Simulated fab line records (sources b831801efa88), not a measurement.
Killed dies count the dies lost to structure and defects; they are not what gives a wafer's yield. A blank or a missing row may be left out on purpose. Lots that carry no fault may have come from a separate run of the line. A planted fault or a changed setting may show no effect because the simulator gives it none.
The tool behind it: which one? -- flow sky130 -- Sampling: 24 lots, 72 wafers, 4 of 708 route steps

WHAT THE GAUGES SHOWED, per wafer
SKY_CAP2M_RS_MEAS_03: a four-point-probe measurement.
lot,measured,on,CAP2M_TIN_RS (ohm/sq)
L074,day 39 15:36,film-metro-04,6.97 6.97 6.93
L075,day 40 01:42,film-metro-03,6.98 7.01 7.00
L076,day 41 05:01,film-metro-02,6.99 7.02 6.99
L077,day 41 06:11,film-metro-03,6.94 6.93 6.94
L079,day 41 10:17,film-metro-04,6.79 6.83 6.81
L078,day 41 12:16,film-metro-03,7.01 7.02 6.98
L080,day 41 12:27,film-metro-02,6.82 6.84 6.81
L081,day 41 15:43,film-metro-04,7.02 7.00 7.04
L082,day 42 08:47,film-metro-04,6.95 6.93 6.98
L083,day 42 10:42,film-metro-03,6.91 6.87 6.83
L085,day 42 19:28,film-metro-04,6.88 6.90 6.94
L084,day 42 19:59,film-metro-02,6.94 6.95 6.96
L086,day 43 09:38,film-metro-02,6.84 6.83 6.82
L089,day 44 10:52,film-metro-02,6.91 6.92 6.94
L087,day 44 14:14,film-metro-02,6.84 6.82 6.86
L088,day 44 14:23,film-metro-04,6.98 7.04 7.01
L090,day 44 14:33,film-metro-03,6.87 6.85 6.84
L091,day 44 15:49,film-metro-04,7.13 7.06 7.14
L092,day 44 18:46,film-metro-04,6.94 6.99 6.95
L093,day 44 19:56,film-metro-04,6.88 6.94 6.94
L094,day 45 07:16,film-metro-04,7.07 6.98 7.04
L095,day 45 12:44,film-metro-04,6.91 6.99 6.85
L096,day 45 16:38,film-metro-02,6.82 6.83 6.82
L097,day 45 19:01,film-metro-04,6.86 6.93 6.85

SKY_CAP2M_OVL_MEAS_12.
lot,measured,on,CAP2M_OVL (nm)
L074,day 40 15:51,overlay-02,0.4 -1.1 -0.2
L075,day 41 01:58,overlay-01,-0.2 -1.5 -1.3
L076,day 42 04:11,overlay-02,0.0 0.0 -0.8
L077,day 42 05:06,overlay-02,-0.6 -1.8 -0.8
L079,day 42 09:28,overlay-01,-1.1 1.0 -0.7
L078,day 42 11:12,overlay-02,0.9 0.5 1.1
L080,day 42 11:26,overlay-01,-2.6 -2.6 -3.9
L081,day 42 14:09,overlay-02,1.2 1.5 1.0
L082,day 43 06:25,overlay-02,-0.6 1.0 -1.2
L083,day 43 09:18,overlay-01,-1.0 -1.7 -1.3
L085,day 43 16:59,overlay-02,-1.3 -1.0 -2.4
L084,day 43 18:04,overlay-01,0.2 1.8 -0.2
L086,day 44 07:08,overlay-01,-1.8 -0.5 -1.4
L089,day 45 08:45,overlay-02,-0.4 -1.5 -1.4
L087,day 45 11:06,overlay-02,-0.7 -1.8 -0.6
L088,day 45 11:22,overlay-01,-2.7 -0.2 -1.7
L090,day 45 11:39,overlay-01,-1.5 -0.9 -1.1
L091,day 45 13:13,overlay-02,-0.7 -1.5 -0.8
L092,day 45 15:49,overlay-01,0.9 0.5 0.3
L093,day 45 16:16,overlay-01,-1.8 -2.0 -1.4
L094,day 46 04:03,overlay-01,-0.3 -1.0 -0.7
L095,day 46 09:34,overlay-01,0.6 0.8 1.0
L096,day 46 12:40,overlay-01,-2.6 -2.6 -2.7
L097,day 46 15:55,overlay-01,-2.1 -1.6 -1.1

TOOL THAT RAN EACH LOT (tool first, then ch and the chambers of the sampled wafers, then the start)
lot,SKY_VIA3_CMP_02,SKY_METAL4_SPUTTER_04
L074,"cmp-02 ch 1,2,3, day 38 14:31","pvd-sputter-03, day 39 15:20"
L075,"cmp-01 ch 0,1,2, day 38 22:55","pvd-sputter-04, day 40 01:26"
L076,"cmp-01 ch 0,1,2, day 40 02:52","pvd-sputter-02, day 41 04:47"
L077,"cmp-02 ch 0,2,3, day 40 03:47","pvd-sputter-03, day 41 05:56"
L079,"cmp-02 ch 0,1,2, day 40 07:28","pvd-sputter-04, day 41 10:03"
L078,"cmp-02 ch 1,2,3, day 40 08:53","pvd-sputter-02, day 41 12:01"
L080,"cmp-01 ch 0,1,2, day 40 09:05","pvd-sputter-03, day 41 12:13"
L081,"cmp-01 ch 0,1,2, day 40 12:48","pvd-sputter-04, day 41 15:28"
L082,"cmp-01 ch 1,2, day 41 07:43","pvd-sputter-03, day 42 08:32"
L083,"cmp-01 ch 1,2,3, day 41 09:04","pvd-sputter-02, day 42 10:26"
L085,"cmp-02 ch 2,3, day 41 17:54","pvd-sputter-03, day 42 19:07"
L084,"cmp-01 ch 1,2, day 41 18:54","pvd-sputter-03, day 42 19:44"
L086,"cmp-01 ch 0,1,3, day 42 08:52","pvd-sputter-04, day 43 09:23"
L089,"cmp-01 ch 1,2,3, day 43 11:11","pvd-sputter-03, day 44 10:36"
L087,"cmp-02 ch 1,2,3, day 43 12:38","pvd-sputter-02, day 44 13:59"
L088,"cmp-01 ch 0,2,3, day 43 13:11","pvd-sputter-03, day 44 14:07"
L090,"cmp-02 ch 1,2,3, day 43 13:12","pvd-sputter-02, day 44 14:17"
L091,"cmp-02 ch 0,1,2, day 43 14:49","pvd-sputter-03, day 44 15:31"
L092,"cmp-02 ch 1,2,3, day 43 17:47","pvd-sputter-03, day 44 18:29"
L093,"cmp-01 ch 1,2, day 43 18:47","pvd-sputter-03, day 44 19:39"
L094,"cmp-02 ch 0,2, day 44 07:51","pvd-sputter-02, day 45 07:01"
L095,"cmp-02 ch 0,1,3, day 44 13:27","pvd-sputter-04, day 45 12:28"
L096,"cmp-01 ch 0,1, day 44 17:42","pvd-sputter-02, day 45 16:20"
L097,"cmp-01 ch 0,1,2, day 44 19:44","pvd-sputter-02, day 45 18:47"
- SKY_VIA3_CMP_02: polishes SiO2.
- SKY_METAL4_SPUTTER_04: material TiN, target thk 70 nm, time 58.3 s.

AS READ BY THE TOOLS THEMSELVES (means over the sampled wafers that have a number; for cases with no such wafer, the mark the record gives instead)
SKY_VIA3_CMP_02.
lot,tool,motor-current-A (A),slurry-flow-ml-min
L074,cmp-02,11.1,149.7
L075,cmp-01,13.3,150.0
L076,cmp-01,13.0,149.8
L077,cmp-02,11.5,150.0
L079,cmp-02,11.4,149.9
L078,cmp-02,10.8,150.0
L080,cmp-01,13.5,150.2
L081,cmp-01,13.9,149.9
L082,cmp-01,12.5,149.6
L083,cmp-01,12.6,149.8
L085,cmp-02,11.8,150.6
L084,cmp-01,12.7,150.3
L086,cmp-01,13.3,149.8
L089,cmp-01,12.4,150.2
L087,cmp-02,10.8,149.6
L088,cmp-01,13.4,150.1
L090,cmp-02,10.8,149.7
L091,cmp-02,11.1,150.1
L092,cmp-02,10.3,149.7
L093,cmp-01,12.6,150.1
L094,cmp-02,12.2,150.1
L095,cmp-02,10.5,150.0
L096,cmp-01,12.5,149.7
L097,cmp-01,13.3,150.3

SKY_METAL4_SPUTTER_04.
lot,tool,throttle-valve-pct (%)
L074,pvd-sputter-03,30.6
L075,pvd-sputter-04,29.4
L076,pvd-sputter-02,30.9
L077,pvd-sputter-03,31.0
L079,pvd-sputter-04,29.4
L078,pvd-sputter-02,31.3
L080,pvd-sputter-03,30.6
L081,pvd-sputter-04,29.4
L082,pvd-sputter-03,30.8
L083,pvd-sputter-02,31.1
L085,pvd-sputter-03,30.2
L084,pvd-sputter-03,30.3
L086,pvd-sputter-04,29.7
L089,pvd-sputter-03,30.9
L087,pvd-sputter-02,30.5
L088,pvd-sputter-03,30.2
L090,pvd-sputter-02,30.3
L091,pvd-sputter-03,30.8
L092,pvd-sputter-03,30.8
L093,pvd-sputter-03,30.7
L094,pvd-sputter-02,31.5
L095,pvd-sputter-04,29.4
L096,pvd-sputter-02,30.7
L097,pvd-sputter-02,30.8

THE ANSWER, worked out from the rows above alone
Rule: usual is defined by the lots themselves. The widest of any qualifying gaps counts: lots, ordered by their means at a reading, are off when they make up no more than a third of the lots, leave a main group of 4 or more, and stand apart from it by 3 or more times the standard deviation of that group's means. If all means in a main group match to the digits the tables above print for the reading, that group is not used. Also off: a lot with no number at a reading for which 4 or more lots have one. The other lots that the step has rows for count as sound. The gauges are gone through in route order, then the tools' own readings, and for those a lot's mean is taken as printed above. At the first step where some lot is off, the reading lying furthest off is the one used; lots without a number count as furthest.
No lot is off on any of the readings shown, so nothing can be concluded from this.

WHAT HAD BEEN PUT IN BY THE SIMULATOR
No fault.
